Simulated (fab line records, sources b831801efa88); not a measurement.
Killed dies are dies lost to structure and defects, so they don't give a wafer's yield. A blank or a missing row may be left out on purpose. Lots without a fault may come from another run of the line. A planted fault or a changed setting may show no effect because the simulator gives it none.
Which tool did it? | flow gf180mcu | 6 lots, 18 wafers sampled, at 1 step of a route of 602

WHAT THE GAUGES READ, wafer by wafer
GF_PSD_CD_MEAS_07: target cd 400 nm.
lot  | measured     | on        | cd_nm (nm)
L370 | day 15 16:17 | cd_sem-01 | 400.0 400.7 403.6
L373 | day 16 07:08 | cd_sem-01 | 400.5 398.9 399.2
L375 | day 16 23:44 | cd_sem-02 | 401.2 403.8 402.0
L378 | day 18 00:43 | cd_sem-01 | 399.3 401.0 400.4
L383 | day 19 18:37 | cd_sem-02 | 402.2 400.9 398.3
L389 | day 21 17:13 | cd_sem-02 | 406.3 405.6 403.7

WHICH TOOL RAN EACH LOT (tool, then ch and the chambers of the sampled wafers, then the start)
The record holds no process step before these readings.

THE ANSWER, worked out from the rows above alone
Rule: what is usual is taken from the lots themselves. Put in order of their means at a reading, lots are off if they are a third of the lots or fewer, leave a main group of 4 or more, and stand apart from it by a gap of 3 or more times the standard deviation of the main group's means; of several such gaps the widest counts. A main group whose means are all the same, to the digits that the tables above print for the reading, isn't used. A lot without any number at a reading at which 4 lots or more have one is off too. The other lots that the step has rows for count as sound.
No lot is off at any reading shown: from this, nothing can be told.

WHAT THE SIMULATOR HAD PUT IN
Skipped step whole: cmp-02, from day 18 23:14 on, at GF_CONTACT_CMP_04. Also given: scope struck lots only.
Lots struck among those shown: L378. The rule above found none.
